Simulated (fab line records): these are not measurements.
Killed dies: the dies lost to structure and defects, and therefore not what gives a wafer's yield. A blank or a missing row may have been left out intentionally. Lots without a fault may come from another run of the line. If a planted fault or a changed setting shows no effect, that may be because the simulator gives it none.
The tool behind it: which one? + flow sky130 + 24 lots with 72 wafers sampled at 3 steps, on a route of 708 steps

WHAT THE GAUGES READ, wafer by wafer
SKY_VT_ADJUST_HVTP_OVL_MEAS_08. Usual: VT_ADJUST_HVTP_OVL gives -0.8 nm (standard deviation 1.4).
| lot  | measured     | on         | VT_ADJUST_HVTP_OVL (nm) | flag |
|------|--------------|------------|-------------------------|------|
| L074 | day 6 11:14  | overlay-01 | 1.0 0.8 0.0             |      |
| L075 | day 6 14:41  | overlay-02 | 0.0 1.0 -1.0            |      |
| L076 | day 6 20:50  | overlay-02 | -0.5 -2.6 -1.2          |      |
| L077 | day 7 04:26  | overlay-02 | -0.3 0.2 -1.0           |      |
| L078 | day 7 11:35  | overlay-01 | 0.0 0.5 -1.1            |      |
| L079 | day 7 15:55  | overlay-01 | -1.7 -0.5 -0.7          |      |
| L080 | day 7 19:36  | overlay-02 | -0.7 0.1 0.3            |      |
| L081 | day 8 03:27  | overlay-02 | 0.2 -0.3 -0.1           |      |
| L082 | day 8 11:11  | overlay-01 | -0.7 0.4 -0.8           |      |
| L083 | day 8 16:24  | overlay-01 | 1.2 0.2 -1.1            |      |
| L084 | day 8 20:23  | overlay-01 | -1.2 -2.5 -0.3          |      |
| L085 | day 9 04:50  | overlay-02 | -2.3 -2.2 -1.2          |      |
| L086 | day 9 09:53  | overlay-01 | -1.9 -0.9 -3.2          |      |
| L087 | day 9 14:23  | overlay-01 | -3.0 -0.6 -0.4          |      |
| L088 | day 10 00:21 | overlay-01 | -4.0 -2.5 -2.3          |      |
| L089 | day 10 06:41 | overlay-01 | -0.8 -0.6 -1.4          |      |
| L090 | day 10 15:51 | overlay-01 | 1.0 2.1 2.6             |      |
| L091 | day 10 18:29 | overlay-01 | -0.5 -3.0 -2.8          |      |
| L092 | day 10 22:20 | overlay-02 | 1.2 1.3 2.5             |      |
| L093 | day 11 03:17 | overlay-02 | -2.0 0.6 -0.3           |      |
| L094 | day 11 13:05 | overlay-01 | 1.7 -1.0 0.7            |      |
| L095 | day 11 23:22 | overlay-01 | -1.1 -1.3 -1.0          |      |
| L096 | day 12 00:53 | overlay-02 | -2.3 -1.8 -1.2          |      |
| L097 | day 12 03:50 | overlay-02 | -1.7 -2.6 -0.9          |      |

SKY_SD_N_CD_MEAS_07: target cd 380 nm. Usual: cdNm at 379.1 nm, with a standard deviation of 2.6.
| lot  | measured     | on       | cdNm (nm)         | flag |
|------|--------------|----------|-------------------|------|
| L074 | day 28 16:11 | cdSem-01 | 381.7 380.2 379.2 |      |
| L075 | day 29 03:34 | cdSem-01 | 381.0 378.9 378.5 |      |
| L076 | day 29 06:54 | cdSem-01 | 378.8 379.8 377.4 |      |
| L077 | day 29 19:43 | cdSem-02 | 380.9 382.5 384.6 |      |
| L078 | day 30 05:19 | cdSem-01 | 383.5 379.0 379.0 |      |
| L079 | day 30 06:34 | cdSem-01 | 379.2 376.6 377.5 |      |
| L080 | day 30 14:25 | cdSem-01 | 382.5 381.0 381.1 |      |
| L081 | day 31 05:51 | cdSem-02 | 373.5 373.6 374.5 |      |
| L082 | day 31 13:18 | cdSem-02 | 378.3 379.7 378.5 |      |
| L083 | day 31 20:26 | cdSem-02 | 378.3 376.7 379.4 |      |
| L084 | day 32 01:05 | cdSem-01 | 376.0 376.9 377.9 |      |
| L085 | day 32 13:04 | cdSem-01 | 380.9 377.4 381.2 |      |
| L086 | day 32 13:23 | cdSem-02 | 382.3 378.8 380.3 |      |
| L087 | day 33 00:07 | cdSem-01 | 377.6 377.1 377.0 |      |
| L088 | day 33 10:34 | cdSem-01 | 379.7 380.2 379.4 |      |
| L089 | day 33 17:20 | cdSem-02 | 380.3 381.2 381.4 |      |
| L090 | day 34 06:47 | cdSem-01 | 377.5 378.9 380.6 |      |
| L091 | day 34 10:52 | cdSem-02 | 376.2 376.1 374.9 |      |
| L092 | day 34 13:16 | cdSem-02 | 377.7 378.2 379.8 |      |
| L093 | day 34 19:22 | cdSem-01 | 384.5 383.0 383.7 |      |
| L094 | day 35 05:19 | cdSem-01 | 384.2 382.8 382.7 |      |
| L095 | day 35 14:54 | cdSem-02 | 379.1 379.2 379.2 |      |
| L096 | day 35 16:35 | cdSem-01 | 374.2 375.4 374.6 |      |
| L097 | day 35 19:35 | cdSem-02 | 376.8 375.7 376.0 |      |

WHICH TOOL RAN EACH LOT (tool, then ch and the chambers of the sampled wafers, then the start)
| lot  | SKY_POLY_CUT_ETCH_10              |
|------|-----------------------------------|
| L074 | rieDiel-03 ch 0,2, day 24 22:09   |
| L075 | rieDiel-04 ch 0,3, day 25 10:04   |
| L076 | rieDiel-04 ch 0,3, day 25 12:55   |
| L077 | rieDiel-03 ch 0,2,3, day 26 02:39 |
| L078 | rieDiel-03 ch 0,1,3, day 26 12:13 |
| L079 | rieDiel-01 ch 0,1,3, day 26 14:49 |
| L080 | rieDiel-03 ch 2,3, day 26 23:40   |
| L081 | rieDiel-03 ch 1,2, day 27 15:21   |
| L082 | rieDiel-04 ch 0,1,2, day 28 00:12 |
| L083 | rieDiel-03 ch 0,3, day 28 07:24   |
| L084 | rieDiel-04 ch 0,1,3, day 28 10:55 |
| L085 | rieDiel-03 ch 1,2,3, day 28 22:45 |
| L086 | rieDiel-03 ch 0,3, day 28 23:49   |
| L087 | rieDiel-03 ch 0,3, day 29 11:40   |
| L088 | rieDiel-03 ch 0,3, day 29 21:34   |
| L089 | rieDiel-03 ch 0,1,3, day 30 04:49 |
| L090 | rieDiel-01 ch 2,3, day 30 17:46   |
| L091 | rieDiel-04 ch 2,3, day 31 00:09   |
| L092 | rieDiel-01 ch 0,1, day 31 02:33   |
| L093 | rieDiel-01 ch 0,1,3, day 31 08:19 |
| L094 | rieDiel-03 ch 0,1,3, day 31 18:09 |
| L095 | rieDiel-03 ch 0,3, day 32 05:28   |
| L096 | rieDiel-04 ch 0,3, day 32 07:04   |
| L097 | rieDiel-03 ch 0,1,2, day 32 09:16 |
- SKY_POLY_CUT_ETCH_10: etches BARC in N2/H2, stops on SiO2, time 45.9 s, target depth 60 nm.

AS READ BY THE TOOLS THEMSELVES (means over the sampled wafers that have a number; for cases with no such wafer, the mark the record gives instead)
SKY_POLY_CUT_ETCH_10. Usual: drypumpMotorCurrentA 5.7 A, standard deviation 0.47; h2FlowSccm 200.0 sccm, standard deviation 0.62; oesProductAu 0.855 a.u., standard deviation 0.0045; throttleValvePct 13.225 %, standard deviation 0.0089.
| lot  | tool       | drypumpMotorCurrentA (A) | h2FlowSccm (sccm) | oesProductAu (a.u.) | throttleValvePct (%) | flag |
|------|------------|--------------------------|-------------------|---------------------|----------------------|------|
| L074 | rieDiel-03 | 5.5                      | 200.0             | 0.858               | 13.230               |      |
| L075 | rieDiel-04 | 6.2                      | 199.5             | 0.856               | 13.228               |      |
| L076 | rieDiel-04 | 6.3                      | 200.1             | 0.856               | 13.226               |      |
| L077 | rieDiel-03 | 5.5                      | 200.5             | 0.854               | 13.219               |      |
| L078 | rieDiel-03 | 5.5                      | 200.1             | 0.853               | 13.223               |      |
| L079 | rieDiel-01 | 5.9                      | 200.0             | 0.853               | 13.228               |      |
| L080 | rieDiel-03 | 5.6                      | 200.2             | 0.859               | 13.223               |      |
| L081 | rieDiel-03 | 6.0                      | 199.6             | 0.849               | 13.229               |      |
| L082 | rieDiel-04 | 5.7                      | 199.9             | 0.855               | 13.225               |      |
| L083 | rieDiel-03 | 5.3                      | 200.1             | 0.854               | 13.217               |      |
| L084 | rieDiel-04 | 6.1                      | 200.4             | 0.852               | 13.224               |      |
| L085 | rieDiel-03 | 5.8                      | 200.2             | 0.852               | 13.231               |      |
| L086 | rieDiel-03 | 5.3                      | 199.6             | 0.856               | 13.223               |      |
| L087 | rieDiel-03 | 5.3                      | 199.5             | 0.853               | 13.234               |      |
| L088 | rieDiel-03 | 5.3                      | 200.2             | 0.856               | 13.240               |      |
| L089 | rieDiel-03 | 5.5                      | 200.6             | 0.854               | 13.222               |      |
| L090 | rieDiel-01 | 5.1                      | 199.1             | 0.853               | 13.217               |      |
| L091 | rieDiel-04 | 5.8                      | 200.1             | 0.858               | 13.223               |      |
| L092 | rieDiel-01 | 6.1                      | 200.0             | 0.856               | 13.228               |      |
| L093 | rieDiel-01 | 5.9                      | 199.8             | 0.853               | 13.229               |      |
| L094 | rieDiel-03 | 5.5                      | 199.8             | 0.855               | 13.223               |      |
| L095 | rieDiel-03 | 5.3                      | 200.0             | 0.857               | 13.230               |      |
| L096 | rieDiel-04 | 6.2                      | 200.9             | 0.854               | 13.219               |      |
| L097 | rieDiel-03 | 5.7                      | 199.5             | 0.857               | 13.218               |      |

THE ANSWER, worked out from the rows above alone
Rule: lot off if the mean of its wafers having a number is beyond 3 standard deviations from the usual mean. A lot without any number at a reading at which 4 lots or more have one is off too. Any other lot the step has rows for is counted as sound. The gauges are gone through in route order, then the tools' own readings, and for those a lot's mean is taken as printed above. The first step at which some lot is off is used, and at that step the reading that is off furthest; a lot without a number counts as furthest.
Across all readings shown, no lot is off: no conclusion can be drawn from this.

WHAT THE SIMULATOR HAD INSERTED
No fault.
